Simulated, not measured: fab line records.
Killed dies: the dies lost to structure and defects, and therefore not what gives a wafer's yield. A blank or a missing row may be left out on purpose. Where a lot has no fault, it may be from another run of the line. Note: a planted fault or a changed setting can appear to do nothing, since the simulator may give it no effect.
Which tool is to blame? :: flow sky130 :: 11 lots with 33 wafers sampled at 6 steps, on a route of 708 steps

## WHAT THE GAUGES SHOWED, per wafer
SKY_POLY_CUT_OVL_MEAS_09. Usual: POLY_CUT_OVL typically reads -5 nm, with standard deviation 5.7.
lot: L416
measured: day 24 19:43
on: overlay-01
POLY_CUT_OVL (nm): -3 -2 -7
flag: 

lot: L420
measured: day 25 22:25
on: overlay-01
POLY_CUT_OVL (nm): 4 -5 -5
flag: 

lot: L421
measured: day 26 08:00
on: overlay-01
POLY_CUT_OVL (nm): -14 5 2
flag: 

lot: L428
measured: day 28 12:13
on: overlay-02
POLY_CUT_OVL (nm): -5 -11 -5
flag: 

lot: L429
measured: day 28 20:44
on: overlay-02
POLY_CUT_OVL (nm): -13 -11 -11
flag: 

lot: L430
measured: day 29 07:20
on: overlay-02
POLY_CUT_OVL (nm): -3 0 -7
flag: 

lot: L432
measured: day 29 20:40
on: overlay-02
POLY_CUT_OVL (nm): 2 0 -4
flag: 

lot: L436
measured: day 31 03:58
on: overlay-02
POLY_CUT_OVL (nm): -6 1 -3
flag: 

lot: L437
measured: day 31 16:30
on: overlay-01
POLY_CUT_OVL (nm): -16 -15 -17
flag: 

lot: L438
measured: day 31 19:20
on: overlay-01
POLY_CUT_OVL (nm): -6 -17 -8
flag: 

lot: L439
measured: day 31 23:48
on: overlay-02
POLY_CUT_OVL (nm): 3 0 4
flag: 

SKY_LI_CONTACT_CD_MEAS_12 targets a cd of 170 nm. Usual: cd nm 170.4 nm, standard deviation 1.3.
lot: L416
measured: day 29 17:37
on: cd sem-02
cd nm (nm): 172.8 172.8 173.0
flag: 

lot: L420
measured: day 30 18:10
on: cd sem-01
cd nm (nm): 170.6 168.9 170.7
flag: 

lot: L421
measured: day 31 05:19
on: cd sem-02
cd nm (nm): 169.2 169.0 169.2
flag: 

lot: L428
measured: day 33 05:25
on: cd sem-01
cd nm (nm): 170.8 172.5 172.5
flag: 

lot: L429
measured: day 33 12:25
on: cd sem-02
cd nm (nm): 168.9 169.1 168.3
flag: 

lot: L430
measured: day 33 23:46
on: cd sem-02
cd nm (nm): 171.7 170.4 169.9
flag: 

lot: L432
measured: day 34 12:16
on: cd sem-01
cd nm (nm): 170.1 170.5 170.2
flag: 

lot: L436
measured: day 35 16:23
on: cd sem-02
cd nm (nm): 173.0 173.8 172.8
flag: 

lot: L437
measured: day 36 05:05
on: cd sem-01
cd nm (nm): 169.2 169.6 171.2
flag: 

lot: L438
measured: day 36 07:56
on: cd sem-02
cd nm (nm): 172.0 170.5 171.4
flag: 

lot: L439
measured: day 36 12:13
on: cd sem-02
cd nm (nm): 169.6 169.4 168.2
flag: 

SKY_LI_CONTACT_RS_MEAS_22: uses a four-point probe to measure. Usual: LI_CONTACT_W_RS typically reads 0.285 ohm/sq, with standard deviation 0.0048.
lot: L416
measured: day 29 18:28
on: film metro-02
LI_CONTACT_W_RS (ohm/sq): 0.286 0.292 0.286
flag: 

lot: L420
measured: day 30 19:01
on: film metro-04
LI_CONTACT_W_RS (ohm/sq): 0.275 0.278 0.278
flag: 

lot: L421
measured: day 31 06:09
on: film metro-02
LI_CONTACT_W_RS (ohm/sq): 0.284 0.286 0.287
flag: 

lot: L428
measured: day 33 06:17
on: film metro-04
LI_CONTACT_W_RS (ohm/sq): 0.281 0.278 0.276
flag: 

lot: L429
measured: day 33 13:16
on: film metro-02
LI_CONTACT_W_RS (ohm/sq): 0.365 0.361 0.366
flag: OFF

lot: L430
measured: day 34 00:36
on: film metro-01
LI_CONTACT_W_RS (ohm/sq): 0.356 0.361 0.355
flag: OFF

lot: L432
measured: day 34 13:07
on: film metro-02
LI_CONTACT_W_RS (ohm/sq): 0.292 0.287 0.292
flag: 

lot: L436
measured: day 35 17:14
on: film metro-01
LI_CONTACT_W_RS (ohm/sq): 0.284 0.288 0.285
flag: 

lot: L437
measured: day 36 05:55
on: film metro-04
LI_CONTACT_W_RS (ohm/sq): 0.287 0.290 0.293
flag: 

lot: L438
measured: day 36 08:47
on: film metro-01
LI_CONTACT_W_RS (ohm/sq): 0.287 0.293 0.286
flag: 

lot: L439
measured: day 36 13:04
on: film metro-04
LI_CONTACT_W_RS (ohm/sq): 0.290 0.291 0.290
flag: 

SKY_LI_CONTACT_THK_MEAS_23: measures by xrf. Usual: LI_CONTACT_W_THK typically reads 426 nm, with standard deviation 10.
lot: L416
measured: day 29 18:35
on: film metro-02
LI_CONTACT_W_THK (nm): 432 421 428
flag: 

lot: L420
measured: day 30 19:08
on: film metro-04
LI_CONTACT_W_THK (nm): 442 434 435
flag: 

lot: L421
measured: day 31 06:16
on: film metro-02
LI_CONTACT_W_THK (nm): 444 437 432
flag: 

lot: L428
measured: day 33 06:24
on: film metro-04
LI_CONTACT_W_THK (nm): 432 434 437
flag: 

lot: L429
measured: day 33 13:23
on: film metro-02
LI_CONTACT_W_THK (nm): 333 337 332
flag: OFF

lot: L430
measured: day 34 00:43
on: film metro-01
LI_CONTACT_W_THK (nm): 336 334 336
flag: OFF

lot: L432
measured: day 34 13:14
on: film metro-02
LI_CONTACT_W_THK (nm): 420 424 420
flag: 

lot: L436
measured: day 35 17:21
on: film metro-01
LI_CONTACT_W_THK (nm): 427 420 425
flag: 

lot: L437
measured: day 36 06:02
on: film metro-04
LI_CONTACT_W_THK (nm): 413 406 407
flag: 

lot: L438
measured: day 36 08:54
on: film metro-01
LI_CONTACT_W_THK (nm): 418 412 423
flag: 

lot: L439
measured: day 36 13:11
on: film metro-04
LI_CONTACT_W_THK (nm): 406 406 407
flag: 

## WHICH TOOL RAN EACH LOT (tool, then ch and the chambers of the sampled wafers, then the start)
lot: L416
SKY_LI_CONTACT_CMP_02: cmp-02 ch 0,2,3, day 28 12:58
SKY_LI_CONTACT_CVD_21: cvd w-02 ch 0,1, day 29 18:20

lot: L420
SKY_LI_CONTACT_CMP_02: cmp-01 ch 0,1,3, day 29 13:40
SKY_LI_CONTACT_CVD_21: cvd w-01 ch 0,1, day 30 18:53

lot: L421
SKY_LI_CONTACT_CMP_02: cmp-02 ch 0,1,3, day 30 01:04
SKY_LI_CONTACT_CVD_21: cvd w-01 ch 0,1, day 31 06:01

lot: L428
SKY_LI_CONTACT_CMP_02: cmp-01 ch 1,2,3, day 32 02:03
SKY_LI_CONTACT_CVD_21: cvd w-01 ch 0,1, day 33 06:10

lot: L429
SKY_LI_CONTACT_CMP_02: cmp-02 ch 0,2,3, day 32 09:24
SKY_LI_CONTACT_CVD_21: cvd w-01 ch 0,1, day 33 13:07

lot: L430
SKY_LI_CONTACT_CMP_02: cmp-01 ch 0,1,3, day 32 20:31
SKY_LI_CONTACT_CVD_21: cvd w-01 ch 0,1, day 34 00:28

lot: L432
SKY_LI_CONTACT_CMP_02: cmp-01 ch 1,2,3, day 33 09:34
SKY_LI_CONTACT_CVD_21: cvd w-02 ch 0,1, day 34 12:59

lot: L436
SKY_LI_CONTACT_CMP_02: cmp-02 ch 0,1,3, day 34 14:14
SKY_LI_CONTACT_CVD_21: cvd w-02 ch 0,1, day 35 17:07

lot: L437
SKY_LI_CONTACT_CMP_02: cmp-02 ch 0,1, day 35 02:30
SKY_LI_CONTACT_CVD_21: cvd w-02 ch 0,1, day 36 05:46

lot: L438
SKY_LI_CONTACT_CMP_02: cmp-02 ch 0,1,2, day 35 05:50
SKY_LI_CONTACT_CVD_21: cvd w-02 ch 0,1, day 36 08:40

lot: L439
SKY_LI_CONTACT_CMP_02: cmp-02 ch 1,2,3, day 35 09:50
SKY_LI_CONTACT_CVD_21: cvd w-02 ch 0,1, day 36 12:55
- SKY_LI_CONTACT_CMP_02: polishes PSG.
- SKY_LI_CONTACT_CVD_21: deposits W, target thk 400 nm, time 120.56 s.

## AS READ BY THE TOOLS THEMSELVES (means over the sampled wafers that have a number; for cases with no such wafer, the mark the record gives instead)
SKY_LI_CONTACT_CMP_02. Usual: motor current A 12.2 A, standard deviation 1.2; time to endpoint s 34 s, standard deviation 4.2.
lot: L416
tool: cmp-02
motor current A (A): 11.4
time to endpoint s (s): 40
flag: 

lot: L420
tool: cmp-01
motor current A (A): 13.5
time to endpoint s (s): 33
flag: 

lot: L421
tool: cmp-02
motor current A (A): 11.5
time to endpoint s (s): 33
flag: 

lot: L428
tool: cmp-01
motor current A (A): 12.4
time to endpoint s (s): 31
flag: 

lot: L429
tool: cmp-02
motor current A (A): 11.4
time to endpoint s (s): 36
flag: 

lot: L430
tool: cmp-01
motor current A (A): 13.0
time to endpoint s (s): 32
flag: 

lot: L432
tool: cmp-01
motor current A (A): 13.0
time to endpoint s (s): 35
flag: 

lot: L436
tool: cmp-02
motor current A (A): 12.0
time to endpoint s (s): 31
flag: 

lot: L437
tool: cmp-02
motor current A (A): 13.2
time to endpoint s (s): 33
flag: 

lot: L438
tool: cmp-02
motor current A (A): 11.8
time to endpoint s (s): 32
flag: 

lot: L439
tool: cmp-02
motor current A (A): 11.1
time to endpoint s (s): 35
flag: 

SKY_LI_CONTACT_CVD_21. Usual: heater power w 925 W, standard deviation 80; susceptor temp C 400.02 C, standard deviation 0.2.
lot: L416
tool: cvd w-02
heater power w (W): 888
susceptor temp C (C): 399.86
flag: 

lot: L420
tool: cvd w-01
heater power w (W): 982
susceptor temp C (C): 400.06
flag: 

lot: L421
tool: cvd w-01
heater power w (W): 900
susceptor temp C (C): 400.06
flag: 

lot: L428
tool: cvd w-01
heater power w (W): 898
susceptor temp C (C): 399.89
flag: 

lot: L429
tool: cvd w-01
heater power w (W): 827
susceptor temp C (C): 386.60
flag: OFF

lot: L430
tool: cvd w-01
heater power w (W): 905
susceptor temp C (C): 386.57
flag: OFF

lot: L432
tool: cvd w-02
heater power w (W): 935
susceptor temp C (C): 400.06
flag: 

lot: L436
tool: cvd w-02
heater power w (W): 892
susceptor temp C (C): 400.20
flag: 

lot: L437
tool: cvd w-02
heater power w (W): 923
susceptor temp C (C): 400.03
flag: 

lot: L438
tool: cvd w-02
heater power w (W): 897
susceptor temp C (C): 400.04
flag: 

lot: L439
tool: cvd w-02
heater power w (W): 930
susceptor temp C (C): 400.07
flag: 

## THE ANSWER, worked out from the rows above alone
Rule: a lot is off if the mean of its wafers that have a number lies more than 3 standard deviations from the usual mean. A lot without any number at a reading at which 4 lots or more have one is off too. All remaining lots with rows at the step are treated as sound. The gauges are gone through in route order, then the tools' own readings, and for those a lot's mean is taken as printed above. The first step at which some lot is off is used, and at that step the reading that is off furthest; a lot without a number counts as furthest.
Off: at SKY_LI_CONTACT_RS_MEAS_22 (LI_CONTACT_W_RS), L429, L430.
A tool fits if, at a process step before that reading, it ran every lot that is off, and no sound lot after the first of them. Not tried: the gauges at SKY_LI_CONTACT_RS_MEAS_22; whatever is off there is also off at SKY_LI_CONTACT_CVD_21, on other tools, and gauge error can't account for it. One fits: cvd w-01 at SKY_LI_CONTACT_CVD_21. Its last sound lot is L428 (day 33 06:10), its first lot that is off L429 (day 33 13:07): a fault that began between those two fits.
On the lots that are off, the tool's own readings at SKY_LI_CONTACT_CVD_21 differ by more than 5 times the standard deviation of the sound lots' means, which bears it out; susceptor temp C reads 386.59 C there versus 400.03 C on the sound lots.

## WHAT WAS PUT IN BY THE SIMULATOR
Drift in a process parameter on cvd w-01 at SKY_LI_CONTACT_CVD_21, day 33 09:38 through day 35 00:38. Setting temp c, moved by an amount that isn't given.
Struck lots among those shown: L429, L430. The rule above found the same.
